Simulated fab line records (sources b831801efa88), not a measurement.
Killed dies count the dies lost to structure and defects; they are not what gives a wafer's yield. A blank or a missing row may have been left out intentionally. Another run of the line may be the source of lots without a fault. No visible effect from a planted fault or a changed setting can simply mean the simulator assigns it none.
Which tool was responsible? / flow gf180mcu / 34 wafers from 12 lots sampled at 2 of the route's 602 steps

## WHAT THE GAUGES READ, wafer by wafer
GF_M1_RS_MEAS_05: the measuring method here is four-point-probe. Usual: M1_ALCU_RS 0.0697 ohm/sq, standard deviation 0.00072.
lot=L881; measured=day 15 23:41; on=film_metro-04; M1_ALCU_RS (ohm/sq)=0.0692 0.0696 0.0698; flag=
lot=L885; measured=day 17 18:07; on=film_metro-01; M1_ALCU_RS (ohm/sq)=0.0712 0.0708 0.0707; flag=
lot=L886; measured=day 18 05:44; on=film_metro-04; M1_ALCU_RS (ohm/sq)=0.0685 0.0683 0.0681; flag=
lot=L887; measured=day 18 10:31; on=film_metro-02; M1_ALCU_RS (ohm/sq)=0.0704 0.0699 0.0701; flag=
lot=L888; measured=day 18 15:32; on=film_metro-02; M1_ALCU_RS (ohm/sq)=0.0703 0.0696 0.0706; flag=
lot=L890; measured=day 19 07:10; on=film_metro-02; M1_ALCU_RS (ohm/sq)=0.0696 0.0696 0.0697; flag=
lot=L891; measured=day 19 19:35; on=film_metro-04; M1_ALCU_RS (ohm/sq)=0.0691 0.0692 0.0682; flag=
lot=L892; measured=day 20 05:34; on=film_metro-04; M1_ALCU_RS (ohm/sq)=0.0700 0.0708 0.0696; flag=
lot=L893; measured=day 20 12:40; on=film_metro-02; M1_ALCU_RS (ohm/sq)=0.0689 0.0693 0.0695; flag=
lot=L894; measured=day 21 05:20; on=film_metro-04; M1_ALCU_RS (ohm/sq)=0.0687 0.0693 0.0685; flag=
lot=L903; measured=day 24 03:32; on=film_metro-04; M1_ALCU_RS (ohm/sq)=0.0695 0.0694; flag=
lot=L904; measured=day 24 16:26; on=film_metro-04; M1_ALCU_RS (ohm/sq)=0.0689 0.0693; flag=

## TOOL THAT RAN EACH LOT (tool first, then ch and the chambers of the sampled wafers, then the start)
lot=L881; GF_M1_SPUTTER_02=pvd_sputter-02, day 15 23:33
lot=L885; GF_M1_SPUTTER_02=pvd_sputter-04, day 17 18:02
lot=L886; GF_M1_SPUTTER_02=pvd_sputter-03, day 18 05:39
lot=L887; GF_M1_SPUTTER_02=pvd_sputter-03, day 18 10:23
lot=L888; GF_M1_SPUTTER_02=pvd_sputter-04, day 18 15:26
lot=L890; GF_M1_SPUTTER_02=pvd_sputter-02, day 19 07:02
lot=L891; GF_M1_SPUTTER_02=pvd_sputter-03, day 19 19:28
lot=L892; GF_M1_SPUTTER_02=pvd_sputter-02, day 20 05:27
lot=L893; GF_M1_SPUTTER_02=pvd_sputter-04, day 20 12:34
lot=L894; GF_M1_SPUTTER_02=pvd_sputter-04, day 21 05:14
lot=L903; GF_M1_SPUTTER_02=pvd_sputter-03, day 24 03:26
lot=L904; GF_M1_SPUTTER_02=pvd_sputter-04, day 24 16:19
- GF_M1_SPUTTER_02: material AlCu, target thk 450 nm, time 23.9 s.

## AS READ BY THE TOOLS THEMSELVES (means over the sampled wafers that have a number; for cases with no such wafer, the mark the record gives instead)
GF_M1_SPUTTER_02. Usual: throttle_valve_pct at 30.1 %, with a standard deviation of 1.1.
lot=L881; tool=pvd_sputter-02; throttle_valve_pct (%)=30.0; flag=
lot=L885; tool=pvd_sputter-04; throttle_valve_pct (%)=29.8; flag=
lot=L886; tool=pvd_sputter-03; throttle_valve_pct (%)=30.0; flag=
lot=L887; tool=pvd_sputter-03; throttle_valve_pct (%)=30.4; flag=
lot=L888; tool=pvd_sputter-04; throttle_valve_pct (%)=28.1; flag=
lot=L890; tool=pvd_sputter-02; throttle_valve_pct (%)=30.5; flag=
lot=L891; tool=pvd_sputter-03; throttle_valve_pct (%)=30.2; flag=
lot=L892; tool=pvd_sputter-02; throttle_valve_pct (%)=30.6; flag=
lot=L893; tool=pvd_sputter-04; throttle_valve_pct (%)=29.6; flag=
lot=L894; tool=pvd_sputter-04; throttle_valve_pct (%)=29.5; flag=
lot=L903; tool=pvd_sputter-03; throttle_valve_pct (%)=29.9; flag=
lot=L904; tool=pvd_sputter-04; throttle_valve_pct (%)=30.5; flag=

## THE ANSWER, worked out from the rows above alone
Rule: take the mean of a lot's wafers that have a number; if it is more than 3 standard deviations from the usual mean, the lot is off. Also off: a lot with no number at a reading for which 4 or more lots have one. All remaining lots with rows at the step are treated as sound. The gauges are gone through in route order, then the tools' own readings, and for those a lot's mean is taken as printed above. The first step at which some lot is off is used, and at that step the reading that is off furthest; a lot without a number counts as furthest.
Nothing can be told from this: no lot is off at any reading shown.

## WHAT WAS PUT IN BY THE SIMULATOR
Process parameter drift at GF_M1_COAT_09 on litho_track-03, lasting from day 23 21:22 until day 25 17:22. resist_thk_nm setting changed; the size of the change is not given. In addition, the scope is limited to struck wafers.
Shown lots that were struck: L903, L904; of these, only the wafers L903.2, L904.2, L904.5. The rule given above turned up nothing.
